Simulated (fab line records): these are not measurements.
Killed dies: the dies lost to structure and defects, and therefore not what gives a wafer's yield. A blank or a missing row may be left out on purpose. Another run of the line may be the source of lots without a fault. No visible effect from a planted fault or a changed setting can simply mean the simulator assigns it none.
A sampling plan put to the test / flow sky130 / 14 faults told of in these records, all on one fab line, each judged by the records of the lots it struck
The plan is the line's own looks: the steps of the route at which a gauge or an inspection reads the wafer and doesn't change it. A look is open to judgement when struck wafers have a number at it and the file gives its usual mean and standard deviation on fault-free wafers. Caught: 4 or more of those standard deviations (sigma) separate the usual mean from the mean of the struck wafers at a look after the fault's first step. On the tool: the same test on the tool's own readings at the fault's steps. A different recipe on the struck wafers counts as caught too, as does a record blank only for those wafers.

## THE FAULTS, as the simulator had put them in
1. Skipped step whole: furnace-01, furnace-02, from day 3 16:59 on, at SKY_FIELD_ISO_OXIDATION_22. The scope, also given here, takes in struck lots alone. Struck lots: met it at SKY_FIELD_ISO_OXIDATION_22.
2. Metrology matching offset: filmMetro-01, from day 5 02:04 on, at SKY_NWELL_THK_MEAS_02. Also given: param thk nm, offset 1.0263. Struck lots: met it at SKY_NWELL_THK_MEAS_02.
3. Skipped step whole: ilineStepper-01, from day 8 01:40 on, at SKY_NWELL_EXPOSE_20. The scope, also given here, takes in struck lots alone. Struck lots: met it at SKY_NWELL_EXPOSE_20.
4. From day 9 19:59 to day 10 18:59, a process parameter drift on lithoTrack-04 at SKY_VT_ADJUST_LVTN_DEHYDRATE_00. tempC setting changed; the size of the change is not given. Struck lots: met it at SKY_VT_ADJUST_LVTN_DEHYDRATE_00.
5. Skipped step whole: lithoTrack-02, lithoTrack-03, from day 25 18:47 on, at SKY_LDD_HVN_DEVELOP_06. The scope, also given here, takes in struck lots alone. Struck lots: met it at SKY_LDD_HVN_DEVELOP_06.
6. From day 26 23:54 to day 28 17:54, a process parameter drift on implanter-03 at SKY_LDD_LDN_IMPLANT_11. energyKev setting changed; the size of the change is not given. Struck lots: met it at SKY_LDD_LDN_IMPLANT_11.
7. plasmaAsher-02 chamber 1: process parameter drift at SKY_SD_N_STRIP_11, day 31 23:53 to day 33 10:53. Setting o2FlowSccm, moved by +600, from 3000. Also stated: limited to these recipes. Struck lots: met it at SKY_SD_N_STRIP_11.
8. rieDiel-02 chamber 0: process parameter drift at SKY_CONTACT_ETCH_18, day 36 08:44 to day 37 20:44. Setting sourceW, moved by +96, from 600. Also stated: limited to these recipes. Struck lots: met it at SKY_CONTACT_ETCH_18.
9. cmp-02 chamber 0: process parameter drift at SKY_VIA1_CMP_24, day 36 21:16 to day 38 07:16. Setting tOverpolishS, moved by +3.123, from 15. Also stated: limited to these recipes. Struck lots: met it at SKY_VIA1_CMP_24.
10. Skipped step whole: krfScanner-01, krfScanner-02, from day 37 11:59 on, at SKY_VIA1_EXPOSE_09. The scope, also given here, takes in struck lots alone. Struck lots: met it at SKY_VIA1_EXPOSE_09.
11. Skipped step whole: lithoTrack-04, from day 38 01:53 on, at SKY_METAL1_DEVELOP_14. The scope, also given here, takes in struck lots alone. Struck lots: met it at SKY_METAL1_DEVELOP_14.
12. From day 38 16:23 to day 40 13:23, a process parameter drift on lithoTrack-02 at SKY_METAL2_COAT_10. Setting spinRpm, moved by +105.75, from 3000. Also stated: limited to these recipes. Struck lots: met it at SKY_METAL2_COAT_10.
13. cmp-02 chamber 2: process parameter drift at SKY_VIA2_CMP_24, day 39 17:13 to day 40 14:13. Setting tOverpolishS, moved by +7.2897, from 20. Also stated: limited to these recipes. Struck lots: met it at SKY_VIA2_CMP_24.
14. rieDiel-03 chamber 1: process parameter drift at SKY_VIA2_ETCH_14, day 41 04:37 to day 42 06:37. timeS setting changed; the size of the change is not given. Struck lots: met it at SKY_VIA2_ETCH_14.

## WHAT THE PLAN SAW
fault=1; on the tool itself=the tool's record is blank for the struck wafers; first look that catches it=no look after it can be judged; reading, sigma=-; median hours from its first step to that look=-; hours from the fault's start to the first struck lot there=-; judged looks passed uncaught=0
fault=2; on the tool itself=NWELL_OXIDATION_THK +4.6 sigma; first look that catches it=none of the 3 looks that can be judged after it; reading, sigma=-; median hours from its first step to that look=-; hours from the fault's start to the first struck lot there=-; judged looks passed uncaught=3
fault=3; on the tool itself=no reading that can be judged; first look that catches it=none of the 2 looks that can be judged after it; reading, sigma=-; median hours from its first step to that look=-; hours from the fault's start to the first struck lot there=-; judged looks passed uncaught=2
fault=4; on the tool itself=heaterPowerTotalW -15 sigma; first look that catches it=not the one look that can be judged after it; reading, sigma=-; median hours from its first step to that look=-; hours from the fault's start to the first struck lot there=-; judged looks passed uncaught=1
fault=5; on the tool itself=the tool's record is blank for the struck wafers; first look that catches it=none of the 3 looks that can be judged after it; reading, sigma=-; median hours from its first step to that look=-; hours from the fault's start to the first struck lot there=-; judged looks passed uncaught=3
fault=6; on the tool itself=beamEnergyKeV +99 or beyond sigma; first look that catches it=no look after it can be judged; reading, sigma=-; median hours from its first step to that look=-; hours from the fault's start to the first struck lot there=-; judged looks passed uncaught=0
fault=7; on the tool itself=o2FlowSccm +70 sigma; first look that catches it=not the one look that can be judged after it; reading, sigma=-; median hours from its first step to that look=-; hours from the fault's start to the first struck lot there=-; judged looks passed uncaught=1
fault=8; on the tool itself=rfFwdPowerW +41 sigma; first look that catches it=no look after it can be judged; reading, sigma=-; median hours from its first step to that look=-; hours from the fault's start to the first struck lot there=-; judged looks passed uncaught=0
fault=9; on the tool itself=overpolishRunS +99 or beyond sigma; first look that catches it=not the one look that can be judged after it; reading, sigma=-; median hours from its first step to that look=-; hours from the fault's start to the first struck lot there=-; judged looks passed uncaught=1
fault=10; on the tool itself=no reading that can be judged; first look that catches it=no look after it can be judged; reading, sigma=-; median hours from its first step to that look=-; hours from the fault's start to the first struck lot there=-; judged looks passed uncaught=0
fault=11; on the tool itself=the tool's record is blank for the struck wafers; first look that catches it=no look after it can be judged; reading, sigma=-; median hours from its first step to that look=-; hours from the fault's start to the first struck lot there=-; judged looks passed uncaught=0
fault=12; on the tool itself=spinSpeedRpm +66 sigma; first look that catches it=no look after it can be judged; reading, sigma=-; median hours from its first step to that look=-; hours from the fault's start to the first struck lot there=-; judged looks passed uncaught=0
fault=13; on the tool itself=overpolishRunS +99 or beyond sigma; first look that catches it=not the one look that can be judged after it; reading, sigma=-; median hours from its first step to that look=-; hours from the fault's start to the first struck lot there=-; judged looks passed uncaught=1
fault=14; on the tool itself=oesProductAu +24 sigma; first look that catches it=no look after it can be judged; reading, sigma=-; median hours from its first step to that look=-; hours from the fault's start to the first struck lot there=-; judged looks passed uncaught=0
A dash: this means the fault isn't caught or the number doesn't appear in these records.

Caught at a look: 0 of 14. Caught on the tool: 12 of 14. By one or the other: 12 of 14.
Faults caught by the tool alone: 1, 2, 4, 5, 6, 7, 8, 9, 11, 12, 13, 14.
Caught by neither: faults 3, 10.
